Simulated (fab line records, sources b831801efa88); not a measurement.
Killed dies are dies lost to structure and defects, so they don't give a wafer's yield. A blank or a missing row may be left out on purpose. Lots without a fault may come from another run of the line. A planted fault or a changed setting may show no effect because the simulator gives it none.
fab line records | flow sky130
record lots=6 wafers=18 last_day=50
route steps=708 shown POLY_GATE@222 LDD_N@237 LDD_P@255 PAD_OPEN@708
lots that met no fault: from a run of the same line without faults
start_h: hours from the record's first day to the start of the lot's first wafer shown | wait_h: hours since the lot's step before | " the same as in the row above | L1.1+2: a row that stands for several wafers | - no value, or no start given | * or withheld: withheld | < > ~ a bound
route shown NAME@n: a module of which the file shows steps, and the number in the route of the first | usual: mean/standard deviation of fault-free wafers | same: alike in all rows | chamber/n: place in a boat | sites: the reading at each site | _std_site: their standard deviation | _edge_site: outer sites' mean less inner sites' | radius_mm: how far each site lies from the wafer's centre | mask NAME#n: copy n | behind: the tool/chamber that last shaped the wafer | hold: why the lot was held/for how many hours/how that ended | device: the transistor (n, p or np) that didn't switch | end of line: the same wafers' tests at the end of the route | a step without rows: its recipe alone | killed: dies lost to structure and defects at the first sort, not the wafer's yield | map: a wafer's dies, x killed, . not, _ none there
set.NAME: the setting as run; set.NAME@STEP: as run at that earlier step | model.NAME: the simulator's own value behind a step, which no gauge read
lots at some steps of the route; a table a step, a row a wafer
services: from which hour (start_h, from the record's first day; less than 0 if before it) a tool's chamber was out of use, for how many hours, and why
## steps
# step SKY_POLY_GATE_COAT_08
# recipe resist=KrF-thick spin_rpm=3000 resist_thk_nm=450
# step SKY_POLY_GATE_SOFTBAKE_09
# recipe temp_c=100 time_s=90 resist=KrF-thick
# step SKY_POLY_GATE_EXPOSE_10
# recipe mask_id=P1M na=0.68 source_shape=conventional sigma_outer=0.6 target_cd_nm=150 dose_mj=28
# step SKY_POLY_GATE_PEB_11
# recipe peb_temp_c=withheld peb_time_s=withheld resist=KrF-thick
# step SKY_POLY_GATE_DEVELOP_12
# recipe develop_time_s=60 resist=KrF-thick dev_temp_c=21
# step SKY_POLY_GATE_CD_MEAS_13
# recipe target_cd_nm=150
# usual cd_nm=150.2/1.5
# columns lot.wafer tool chamber start_h wait_h cd_nm
L326.3 cd_sem-01 - 415.36 - 149.0
L326.5 " - " " 147.8
L326.6 " - " " 148.1
L336.1 cd_sem-01 - 501.12 - 150.4
L336.4 " - " " 152.5
L336.6 " - " " 149.3
L337.2 cd_sem-01 - 508.09 - 150.3
L337.3 " - " " 150.0
L337.4 " - " " 149.5
L339.1 cd_sem-01 - 530.28 - 149.9
L339.3 " - " " 150.3
L339.6 " - " " 148.9
L342.1 cd_sem-02 - 546.12 - 148.3
L342.4 " - " " 147.9
L342.6 " - " " 149.8
L343.2 cd_sem-01 - 548.19 - 147.3
L343.4 " - " " 147.7
L343.6 " - " " 148.5
# step SKY_POLY_GATE_OVL_MEAS_14
# usual POLY_GATE_OVL=-1/5.2
# columns lot.wafer tool chamber start_h wait_h POLY_GATE_OVL[nm]
L326.3 overlay-01 - 415.45 0.1 4
L326.5 " - " " -7
L326.6 " - " " -8
L336.1 overlay-02 - 501.24 0.1 -14
L336.4 " - " " 3
L336.6 " - " " -4
L337.2 overlay-01 - 508.20 0.1 0
L337.3 " - " " -2
L337.4 " - " " -4
L339.1 overlay-02 - 530.40 0.1 -5
L339.3 " - " " -6
L339.6 " - " " -3
L342.1 overlay-02 - 546.24 0.1 1
L342.4 " - " " -2
L342.6 " - " " 1
L343.2 overlay-01 - 548.30 0.1 -3
L343.4 " - " " -8
L343.6 " - " " -3
# step SKY_POLY_GATE_ETCH_15
# recipe chemistry=N2/H2 target=BARC ion_energy_ev=194.3 source_w=500 bias_w=100 pressure_mtorr=30 n2_flow_sccm=100 h2_flow_sccm=200 stop_on=SiO2 time_s=118.5 target_depth_a=1100
# usual drypump_motor_current_A=5.7/0.4 oes_product_au=0.716/0.0048 throttle_valve_pct=13.212/0.0098
# columns lot.wafer tool chamber start_h wait_h drypump_motor_current_A oes_product_au rf_hours_counter_h throttle_valve_pct
L326.3 rie_diel-02 0 415.48 0.0 5.9 0.710 5 13.207
L326.5 " 3 " " 5.0 0.716 - 13.213
L326.6 " 2 " " 5.7 0.718 - 13.226
L336.1 rie_diel-04 2 501.28 0.0 5.7 0.716 75 13.219
L336.4 " 3 " " 6.5 0.711 1 13.219
L336.6 " 2 " " 5.6 0.709 - 13.205
L337.2 rie_diel-01 3 508.23 0.0 5.4 0.721 1 13.212
L337.3 " 1 " " 5.4 0.714 2 13.221
L337.4 " 2 " " 5.4 0.719 1 13.210
L339.1 rie_diel-02 0 530.44 0.0 5.9 0.712 7 13.233
L339.3 " 3 " " 5.0 0.715 10 13.215
L339.6 " 0 " " 5.9 0.724 - 13.227
L342.1 rie_diel-01 3 546.28 0.0 5.4 0.712 2 13.214
L342.4 " 2 " " 5.4 0.722 2 13.206
L342.6 " 3 " " 5.4 0.715 - 13.211
L343.2 rie_diel-04 3 548.33 0.0 6.5 0.724 2 13.214
L343.4 " 1 " " 5.7 0.715 5 13.208
L343.6 " 0 " " 5.6 0.724 - 13.210
# step SKY_POLY_GATE_ETCH_16
# recipe stop_on=poly-Si chemistry=CH3F/O2 target=Si3N4 source_w=400 bias_w=80 pressure_mtorr=25 ch3f_flow_sccm=40 O2_flow_sccm=30 time_s=147.5 target_depth_a=750
# usual ch3f_flow_sccm=39.99/0.12 drypump_motor_current_A=5.7/0.4 oes_product_au=0.640/0.0051 throttle_valve_pct=10.535/0.0089
# columns lot.wafer tool chamber start_h wait_h ch3f_flow_sccm drypump_motor_current_A oes_product_au rf_hours_counter_h throttle_valve_pct
L326.3 rie_diel-02 0 415.56 0.0 40.15 5.9 0.641 5 10.530
L326.5 " 3 " " 39.96 5.0 0.633 - 10.526
L326.6 " 2 " " 39.89 5.7 0.633 - 10.544
L336.1 rie_diel-04 2 501.36 0.0 40.02 5.6 0.646 75 10.546
L336.4 " 3 " " 40.00 6.5 0.646 1 10.542
L336.6 " 2 " " 39.90 5.6 0.645 - 10.539
L337.2 rie_diel-01 3 508.31 0.0 40.09 5.3 0.641 1 10.530
L337.3 " 1 " " 40.00 5.4 0.638 3 10.516
L337.4 " 2 " " 39.80 5.3 0.646 1 10.561
L339.1 rie_diel-02 0 530.52 0.0 39.93 5.9 0.640 7 10.522
L339.3 " 3 " " 40.16 5.0 0.646 10 10.533
L339.6 " 0 " " 40.09 5.9 0.648 - 10.542
L342.1 rie_diel-01 3 546.36 0.0 40.06 5.4 0.644 2 10.546
L342.4 " 2 " " 40.12 5.4 0.636 2 10.538
L342.6 " 3 " " 39.93 5.3 0.642 - 10.547
L343.2 rie_diel-04 3 548.41 0.0 40.04 6.5 0.635 2 10.526
L343.4 " 1 " " 39.94 5.7 0.630 6 10.534
L343.6 " 0 " " 39.93 5.6 0.640 - 10.524
# step SKY_POLY_GATE_ETCH_17
# recipe target_depth_nm=180 stop_on=SiO2 over_etch_frac=0.56667 chemistry=HBr/Cl2 target=poly-Si icp_w=400 bias_w=100 pressure_mtorr=10 HBr_flow_sccm=150 Cl2_flow_sccm=50 time_s=70.5
# usual drypump_motor_current_A=5.43/0.12 he_backside_leak_sccm=2.62/0.2 oes_product_au=0.984/0.0082 throttle_valve_pct=33.684/0.0097
# columns lot.wafer tool chamber start_h wait_h drypump_motor_current_A he_backside_leak_sccm oes_product_au rf_hours_counter_h throttle_valve_pct
L326.3 rie_si-01 0 415.66 0.0 5.25 2.56 0.971 1 33.686
L326.5 " 0 " " 5.23 2.61 0.971 - 33.689
L326.6 " 3 " " 5.63 2.77 0.987 - 33.695
L336.1 rie_si-02 0 501.46 0.0 5.41 2.66 0.984 3 33.674
L336.4 " 3 " " 5.29 2.64 0.990 32 33.682
L336.6 " 1 " " 5.53 2.61 0.978 - 33.666
L337.2 rie_si-01 3 508.41 0.0 5.62 2.62 0.988 0 33.704
L337.3 " 0 " " 5.25 2.64 0.993 1 33.693
L337.4 " 2 " " 5.41 2.47 0.996 - 33.679
L339.1 rie_si-02 2 530.62 0.0 5.48 2.93 0.982 2 33.687
L339.3 " 3 " " 5.28 2.43 0.974 32 33.669
L339.6 " 3 " " 5.28 2.31 0.992 - 33.685
L342.1 rie_si-02 0 546.46 0.0 5.46 2.91 0.979 4 33.686
L342.4 " 1 " " 5.54 2.61 0.995 0 33.689
L342.6 " 0 " " 5.45 2.85 0.984 - 33.680
L343.2 rie_si-01 2 548.51 0.0 5.42 2.60 0.981 6 33.683
L343.4 " 3 " " 5.64 2.73 0.998 0 33.675
L343.6 " 2 " " 5.43 2.45 0.991 - 33.682
# step SKY_POLY_GATE_STRIP_18
# recipe chemistry=O2/N2 power_w=1400 pressure_mtorr=1500 platen_temp_c=withheld o2_flow_sccm=3000 n2_flow_sccm=300 overash_fraction=0.5
# usual drypump_motor_current_A=5.8/0.59 oes_product_au=0.362/0.005 strip_time_to_endpoint_s=3.18/0.04
# columns lot.wafer tool chamber start_h wait_h drypump_motor_current_A oes_product_au rf_hours_counter_h strip_time_to_endpoint_s
L326.3 plasma_asher-01 1 415.75 0.1 5.4 0.367 - 3.21
L326.5 " 1 " " 5.4 0.356 - 3.25
L326.6 " 0 " " 6.3 0.351 - 3.10
L336.1 plasma_asher-01 0 501.51 0.0 6.3 0.363 79 3.19
L336.4 " 1 " " 5.3 0.356 - 3.20
L336.6 " 0 " " 6.3 0.367 - 3.18
L337.2 plasma_asher-01 0 508.46 0.0 6.3 0.352 80 3.12
L337.3 " 1 " " 5.3 0.360 - 3.23
L337.4 " 0 " " 6.3 0.363 - 3.18
L339.1 plasma_asher-02 0 530.67 0.0 5.0 0.358 74 3.23
L339.3 " 1 " " 5.6 0.354 - 3.22
L339.6 " 0 " " 5.0 0.365 - 3.25
L342.1 plasma_asher-04 1 546.51 0.0 6.6 0.352 11 3.16
L342.4 " 0 " " 6.3 0.357 - 3.17
L342.6 " 0 " " 6.4 0.367 - 3.16
L343.2 plasma_asher-02 0 548.56 0.0 4.9 0.358 76 3.22
L343.4 " 1 " " 5.6 0.363 - 3.12
L343.6 " 1 " " 5.5 0.364 - 3.20
# step SKY_POLY_GATE_CLEAN_19
# recipe chemistry=SC1/SC2 mix=1:4:20 temp_c=70 time_s=150 dry=n2_spin
# step SKY_POLY_GATE_OXIDATION_20
# recipe temp_c=850 ambient=O2 stabilise_s=600 purge_s=300 target_thk_a=40 ox_time_s=899
# usual spike_tc_centre_C=850.0/1.1 zone_power_centre_pct=19.4/1.8 zone_power_upper_pct=15.8/0.78
# columns lot.wafer tool chamber start_h wait_h spike_tc_centre_C zone_power_centre_pct zone_power_upper_pct
L326.3 furnace-01 0 418.11 2.2 851.0 17.0 14.9
L326.5 " 0 " " 850.7 17.3 15.3
L326.6 " 0 " " 851.7 17.4 14.8
L336.1 furnace-01 0 502.25 0.6 848.9 17.5 14.7
L336.4 " 0 " " 850.4 17.4 14.7
L336.6 " 0 " " 849.2 17.1 14.9
L337.2 furnace-01 0 508.61 0.0 848.2 17.4 14.9
L337.3 " 0 " " 850.1 17.2 15.1
L337.4 " 0 " " 850.5 17.0 14.8
L339.1 furnace-02 0 531.27 0.4 850.3 20.5 16.7
L339.3 " 0 " " 851.3 20.8 16.2
L339.6 " 0 " " 848.8 21.4 16.4
L342.1 furnace-02 0 546.67 0.0 849.4 21.0 16.6
L342.4 " 0 " " 849.2 21.2 16.5
L342.6 " 0 " " 850.0 20.8 16.5
L343.2 furnace-02 0 549.42 0.7 850.1 20.7 16.6
L343.4 " 0 " " 850.4 20.4 16.6
L343.6 " 0 " " 849.9 20.8 16.4
# step SKY_POLY_GATE_THK_MEAS_21
# recipe reads=SiO2_of_POLY_GATE_OXIDATION_20
# usual POLY_GATE_OXIDATION_THK=3.98/0.086
# columns lot.wafer tool chamber start_h wait_h POLY_GATE_OXIDATION_THK[nm]
L326.3 film_metro-03 - 419.38 0.0 4.01
L326.5 " - " " 4.00
L326.6 " - " " 3.92
L336.1 film_metro-01 - 503.50 0.0 3.88
L336.4 " - " " 3.94
L336.6 " - " " 3.88
L337.2 film_metro-01 - 509.87 0.0 3.91
L337.3 " - " " 3.91
L337.4 " - " " 3.95
L339.1 film_metro-02 - 532.52 0.0 3.97
L339.3 " - " " 3.93
L339.6 " - " " 3.92
L342.1 film_metro-03 - 547.92 0.0 3.93
L342.4 " - " " 3.84
L342.6 " - " " 4.00
L343.2 film_metro-03 - 550.68 0.0 4.01
L343.4 " - " " 3.96
L343.6 " - " " 3.98
# step SKY_POLY_GATE_CD_MEAS_22
# usual cd_nm=150.4/2.5
# columns lot.wafer tool chamber start_h wait_h cd_nm
L326.3 cd_sem-01 - 419.48 0.1 149.3
L326.5 " - " " 147.9
L326.6 " - " " 149.8
L336.1 cd_sem-02 - 503.56 0.1 150.2
L336.4 " - " " 153.5
L336.6 " - " " 149.6
L337.2 cd_sem-01 - 509.95 0.1 147.8
L337.3 " - " " 152.6
L337.4 " - " " 148.3
L339.1 cd_sem-02 - 532.58 0.1 149.7
L339.3 " - " " 153.5
L339.6 " - " " 148.6
L342.1 cd_sem-02 - 547.98 0.1 148.7
L342.4 " - " " 147.2
L342.6 " - " " 150.8
L343.2 cd_sem-02 - 550.76 0.1 146.9
L343.4 " - " " 143.8
L343.6 " - " " 147.8
# step SKY_LDD_N_DEHYDRATE_00
# recipe temp_c=200 time_s=60
# step SKY_LDD_N_HMDS_01
# recipe prime_time_s=60 prime_temp_c=120
# step SKY_LDD_N_COAT_02
# recipe resist=NOVOLAK spin_rpm=3000 resist_thk_nm=300
# step SKY_LDD_N_SOFTBAKE_03
# recipe temp_c=90 time_s=60 resist=NOVOLAK
# step SKY_LDD_N_EXPOSE_04
# recipe mask_id=NTM target_cd_nm=840 na=0.6 source_shape=conventional sigma_outer=0.6 dose_mj=110
# step SKY_LDD_N_PEB_05
# recipe temp_c=withheld time_s=* resist=NOVOLAK
# step SKY_LDD_N_DEVELOP_06
# recipe develop_time_s=60 dev_temp_c=23
# step SKY_LDD_N_OVL_MEAS_07
# usual LDD_N_OVL=0.8/1.1
# columns lot.wafer tool chamber start_h wait_h LDD_N_OVL[nm]
L326.3 overlay-01 - 450.42 0.1 0.7
L326.5 " - " " 1.5
L326.6 " - " " 1.3
L336.1 overlay-02 - 534.25 0.1 -0.3
L336.4 " - " " 0.9
L336.6 " - " " 0.9
L337.2 overlay-01 - 540.14 0.1 0.5
L337.3 " - " " -1.8
L337.4 " - " " -1.1
L339.1 overlay-01 - 562.30 0.1 -0.7
L339.3 " - " " 1.2
L339.6 " - " " 1.7
L342.1 overlay-02 - 577.90 0.1 1.7
L342.4 " - " " 1.0
L342.6 " - " " 0.8
L343.2 overlay-02 - 580.54 0.1 2.6
L343.4 " - " " 0.8
L343.6 " - " " 2.0
# step SKY_LDD_N_IMPLANT_08
# recipe species=As energy_kev=20 dose_cm2=7.5e+13 tilt_deg=withheld rotation_deg=23
# step SKY_LDD_N_IMPLANT_09
# recipe species=As energy_kev=20 dose_cm2=7.5e+13 tilt_deg=withheld rotation_deg=113
# step SKY_LDD_N_IMPLANT_10
# recipe species=As energy_kev=20 dose_cm2=7.5e+13 tilt_deg=withheld rotation_deg=203
# step SKY_LDD_N_IMPLANT_11
# recipe species=As energy_kev=20 dose_cm2=7.5e+13 tilt_deg=withheld rotation_deg=293
# step SKY_LDD_N_IMPLANT_12
# recipe species=BF2 energy_kev=50 dose_cm2=5e+12 tilt_deg=30 rotation_deg=0
# step SKY_LDD_N_IMPLANT_13
# recipe species=BF2 energy_kev=50 dose_cm2=5e+12 tilt_deg=30 rotation_deg=90
# step SKY_LDD_N_IMPLANT_14
# recipe species=BF2 energy_kev=50 dose_cm2=5e+12 tilt_deg=30 rotation_deg=180
# step SKY_LDD_N_IMPLANT_15
# recipe species=BF2 energy_kev=50 dose_cm2=5e+12 tilt_deg=30 rotation_deg=270
# step SKY_LDD_N_STRIP_16
# recipe chemistry=O2/N2 power_w=1400 pressure_mtorr=1500 platen_temp_c=withheld o2_flow_sccm=3000 n2_flow_sccm=300 overash_fraction=0.5
# usual drypump_motor_current_A=5.9/0.56 oes_product_au=0.406/0.0047 strip_time_to_endpoint_s=4.313/0.015
# columns lot.wafer tool chamber start_h wait_h drypump_motor_current_A oes_product_au rf_hours_counter_h strip_time_to_endpoint_s
L326.3 plasma_asher-03 0 451.67 0.1 6.0 0.403 - 4.309
L326.5 " 1 " " 6.2 0.414 - 4.319
L326.6 " 0 " " 6.1 0.404 - 4.285
L336.1 plasma_asher-02 1 535.49 0.1 5.6 0.410 75 4.315
L336.4 " 0 " " 5.0 0.398 - 4.324
L336.6 " 0 " " 5.0 0.406 - 4.329
L337.2 plasma_asher-02 1 541.37 0.1 5.6 0.408 76 4.306
L337.3 " 1 " " 5.6 0.406 - 4.304
L337.4 " 0 " " 5.0 0.408 - 4.339
L339.1 plasma_asher-03 0 563.54 0.1 6.0 0.399 45 4.327
L339.3 " 1 " " 6.2 0.407 - 4.340
L339.6 " 0 " " 6.0 0.403 - 4.318
L342.1 plasma_asher-02 0 579.14 0.1 5.0 0.398 79 4.302
L342.4 " 0 " " 5.0 0.407 - 4.319
L342.6 " 1 " " 5.6 0.399 - 4.308
L343.2 plasma_asher-03 1 581.77 0.1 6.2 0.402 47 4.340
L343.4 " 1 " " 6.2 0.397 - 4.360
L343.6 " 0 " " 6.1 0.413 - 4.316
# step SKY_LDD_N_TW_MEAS_17
# usual LDD_N_TW=2577/21
# columns lot.wafer tool chamber start_h wait_h LDD_N_TW
L326.3 film_metro-01 - 451.76 0.1 2585
L326.5 " - " " 2588
L326.6 " - " " 2588
L336.1 film_metro-04 - 535.59 0.1 2551
L336.4 " - " " 2563
L336.6 " - " " 2554
L337.2 film_metro-01 - 541.48 0.1 2602
L337.3 " - " " 2603
L337.4 " - " " 2611
L339.1 film_metro-04 - 563.64 0.1 2554
L339.3 " - " " 2548
L339.6 " - " " 2549
L342.1 film_metro-04 - 579.24 0.1 2554
L342.4 " - " " 2552
L342.6 " - " " 2547
L343.2 film_metro-03 - 581.88 0.1 2575
L343.4 " - " " 2590
L343.6 " - " " 2602
# step SKY_LDD_P_DEHYDRATE_00
# recipe temp_c=200 time_s=60
# step SKY_LDD_P_HMDS_01
# recipe prime_time_s=60.99 prime_temp_c=120
# step SKY_LDD_P_COAT_02
# recipe resist=NOVOLAK spin_rpm=3000 resist_thk_nm=1140
# step SKY_LDD_P_SOFTBAKE_03
# recipe temp_c=90 time_s=60 resist=NOVOLAK
# step SKY_LDD_P_EXPOSE_04
# recipe mask_id=PSDM na=0.6 source_shape=conventional sigma_outer=0.6 polarization=unpolarized target_cd_nm=380 dose_mj=138
# step SKY_LDD_P_PEB_05
# recipe temp_c=withheld time_s=* resist=NOVOLAK
# step SKY_LDD_P_DEVELOP_06
# recipe resist=NOVOLAK developer=TMAH develop_time_s=60 dev_temp_c=23
# step SKY_LDD_P_CD_MEAS_07
# recipe target_cd_nm=380
# usual cd_nm=380.6/2.3
# columns lot.wafer tool chamber start_h wait_h cd_nm
L326.3 cd_sem-01 - 481.86 0.1 376.9
L326.5 " - " " 377.3
L326.6 " - " " 377.1
L336.1 cd_sem-02 - 565.40 0.1 380.8
L336.4 " - " " 382.4
L336.6 " - " " 384.2
L337.2 cd_sem-02 - 570.58 0.1 376.9
L337.3 " - " " 377.9
L337.4 " - " " 377.8
L339.1 cd_sem-01 - 593.07 0.1 377.2
L339.3 " - " " 380.3
L339.6 " - " " 378.0
L342.1 cd_sem-02 - 608.46 0.1 381.4
L342.4 " - " " 380.4
L342.6 " - " " 379.7
L343.2 cd_sem-01 - 610.78 0.1 380.5
L343.4 " - " " 379.1
L343.6 " - " " 379.1
# step SKY_LDD_P_OVL_MEAS_08
# usual LDD_P_OVL=-0.2/1.3
# columns lot.wafer tool chamber start_h wait_h LDD_P_OVL[nm]
L326.3 overlay-02 - 481.95 0.1 1.7
L326.5 " - " " 0.0
L326.6 " - " " 2.4
L336.1 overlay-02 - 565.52 0.1 -2.0
L336.4 " - " " -1.0
L336.6 " - " " -1.1
L337.2 overlay-01 - 570.69 0.1 0.6
L337.3 " - " " -0.2
L337.4 " - " " -0.1
L339.1 overlay-01 - 593.19 0.1 -0.3
L339.3 " - " " -0.4
L339.6 " - " " 0.7
L342.1 overlay-02 - 608.58 0.1 -1.2
L342.4 " - " " -2.1
L342.6 " - " " -1.6
L343.2 overlay-01 - 610.89 0.1 0.9
L343.4 " - " " -0.9
L343.6 " - " " 0.4
# step SKY_PAD_OPEN_PROBE_99
# usual killed_at_M0_to_M3=43/7.2 killed_at_M4_up=3.3/2 killed_at_contacts=25/5.8 killed_at_front_end=15/4.5 killed_at_other=0.3/0.62 killed_dies=86/9.4 killed_on_rim=17/3.7 killed_open=47/7.1 killed_short=39/6
# same gross_dies=492 killed_at_back_side=0
# columns lot.wafer tool chamber start_h wait_h killed_at_M0_to_M3 killed_at_M4_up killed_at_contacts killed_at_front_end killed_at_other killed_dies killed_on_rim killed_open killed_short
L336.1 prober-02 - 1162.27 0.1 32 0 16 268 0 316 55 36 19
L336.4 prober-02 - 1162.42 0.2 28 3 23 283 0 337 66 40 23
L336.6 prober-02 - 1162.52 0.2 23 4 16 291 0 334 65 37 22
L337.2 prober-01 - 1165.09 0.1 38 0 12 269 0 319 67 36 25
L337.3 prober-01 - 1165.14 0.2 36 5 14 260 0 315 60 38 26
L337.4 prober-01 - 1165.19 0.2 24 0 14 291 0 329 66 22 19
# killed by level:class
L336.1 POLY_GATE:unspecified=261 VIA1:geometric_particle:open=9 LI_CONTACT:geometric_particle:open=6 CONTACT:geometric_particle:open=6 VIA3:geometric_particle:open=5 VIA1:geometric_particle:short=4 FIELD_ISO:geometric_particle:short=3 METAL1:geometric_particle:open=3
L336.4 POLY_GATE:unspecified=273 CONTACT:geometric_particle:open=11 VIA1:geometric_particle:open=11 VIA2:geometric_particle:open=6 CONTACT:geometric_particle:short=5 FIELD_ISO:geometric_particle:short=4 VIA1:geometric_particle:short=3 POLY_GATE:geometric_particle:open=2
L336.6 POLY_GATE:unspecified=274 VIA1:geometric_particle:open=6 POLY_GATE:geometric_particle:open=6 CONTACT:geometric_particle:open=6 VIA3:geometric_particle:open=5 LI_CONTACT:geometric_particle:open=4 VIA1:geometric_particle:short=4 FIELD_ISO:geometric_particle:open=3
L337.2 POLY_GATE:unspecified=258 VIA1:geometric_particle:open=11 VIA3:geometric_particle:open=5 METAL2:geometric_particle:open=4 CONTACT:geometric_particle:open=4 VIA1:geometric_particle:short=4 METAL1:geometric_particle:short=4 METAL2:geometric_particle:short=4
L337.3 POLY_GATE:unspecified=251 CONTACT:geometric_particle:open=9 VIA1:geometric_particle:open=9 VIA2:geometric_particle:open=7 METAL1:geometric_particle:short=5 METAL4:geometric_particle:short=5 FIELD_ISO:geometric_particle:short=3 VIA3:geometric_particle:short=3
L337.4 POLY_GATE:unspecified=287 CONTACT:geometric_particle:open=7 VIA3:geometric_particle:open=6 METAL1:geometric_particle:short=4 VIA1:geometric_particle:open=4 VIA1:geometric_particle:short=3 METAL2:geometric_particle:short=3 LOCAL_INTERCONNECT:geometric_particle:short=2
# map L336.4 (x killed, . not)
__________xx.x.xx..x_________
________x.xxxx.xxx.x.x_______
______.xx.x.xxxxxxx.xx.x_____
_____.xx.x.x.xx..x.xx.xx.____
____.xxxxx.xx.x.xxxxx.xx..___
___x.xx..xxxxxxx.xxx.x.x.xx__
__xxxxxxxx.xxx.xxxxxxxx..x.._
_.xxxx..xx..xxx.x.x.xxx.xxx.x
_.xxxx..x..xxxx.x.x..xxxxxxxx
_xxx.x.x.x.xx.xxx.xxx..x....x
_xxxxx..xxxxx.xxxxx.x.xx..xx.
_x.x..xxxxxxxxx.x.xxxxxxxxx..
_xxxxxxxx.xxx.xxx....xxxx..xx
_.xxxxx...x.xx...x.xxxxxxxxxx
_xx.xxxxxxx.xxxx.x.xxx...x.x.
__x.xxx..xx.x..xx.x..x.xxxxx_
___xxxxxx.xx.xxx..xx.x..x.x__
____..x..xx.xxxx....xxxxxx___
_____xxxxxxx...x.xx.xxxxx____
______xxxx.x.x.xxxx.xx.x_____
________x.xxxxx.xx.xxx_______
__________xxxxxxxxx._________
# map L337.4 (x killed, . not)
__________xx.x.xxxxx_________
________..xx.x.xx.xx.._______
______....x..x..x.xxxxx._____
_____xxx...xxxxxx.xxx...x____
____..xxxxxxx.xx..xx..xxxx___
___xxxx...xx.x.x.xx.xx.xx.x__
__.x.xx...xxxxxxxxx.xxx.xxxx_
_xxxxx.x..xxxxxxxxx.xxx.xx..x
_x.x.xxxx.xxxxxxx.xxxxx...xxx
_xx.xxxx.xxx..xxxxx.xx..xxx..
_x.xx.x..xxxx.xxxxxxxxxx.xxxx
_xxxx..xxxx.x..x.x..x....xxxx
_....x..xx.xxxxxxxxx.x.xxx...
_xxxxxxx..x.xxxxx.xx.x.x.xx..
_xxxxxx.xxxxxx.xxxxxxx...xx.x
__x....x..xxx..xxxx.xx....xx_
___x.xxxxxxx.xx.xxxx.xx.xxx__
____xxxxxxx..xx.x..xx.xxxx___
_____xx..xx.xxxx...x..xx.____
______xxxxxx.x.x.xxx.x.x_____
________xx.xxx..x.x..x_______
__________x.xxx.xxxx_________
## services
# columns tool chamber start_h hours kind
rie_si-01 1 399.34 3.9 repair
rie_diel-04 1 404.38 5.1 repair
plasma_asher-03 - 416.10 1.1 repair
rie_si-01 1 417.90 6.1 repair
rie_diel-01 - 418.34 0.5 repair
plasma_asher-03 - 421.02 1.7 repair
rie_si-02 1 423.33 8.9 repair
rie_si-01 3 427.47 1.9 repair
rie_diel-04 2 440.59 5.9 repair
rie_diel-01 2 451.92 5.1 repair
rie_diel-02 0 455.13 3.2 repair
rie_diel-04 0 460.67 3.2 repair
rie_diel-02 1 471.73 1.8 repair
furnace-02 - 484.82 3.6 pm
furnace-02 - 491.14 4.7 pm
rie_si-01 1 502.11 12.5 repair
furnace-01 - 514.43 28.9 repair
plasma_asher-02 - 519.95 1.2 repair
furnace-02 - 543.56 2.3 pm
furnace-01 - 546.81 4.2 pm
rie_diel-04 1 551.52 5.5 repair
rie_diel-02 1 552.36 6.2 repair
rie_diel-01 1 560.14 15.8 repair
rie_diel-01 3 569.77 9.6 repair
## key
first_sign step=SKY_PAD_OPEN_PROBE_99 reading=killed_at_front_end direction=up sigmas=58 usual=15 struck=277
effect step=SKY_PAD_OPEN_PROBE_99 reading=killed_dies direction=up sigmas=25 usual=86 struck=325
met_at SKY_POLY_GATE_OXIDATION_20
struck_wafers L336.1,L336.4,L336.6,L337.2,L337.3,L337.4
tester_left_out L336,L337
onset_between 418.11 502.25
also_fits SKY_POLY_GATE_STRIP_18:plasma_asher-01
fault kind=chamber_particle_source tool=furnace-01 chamber=- onset_h=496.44 steps=SKY_POLY_GATE_OXIDATION_20 rate_per_visit_cm2=1.6137 end_h=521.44
# tester_left_out: of these lots the tester's yield and bins aren't shown, on N5 and GAA mostly nor the transistor test; their killed dies are dies lost to structure and defects alone, not to doping, threshold or leakage, so they don't give the yield
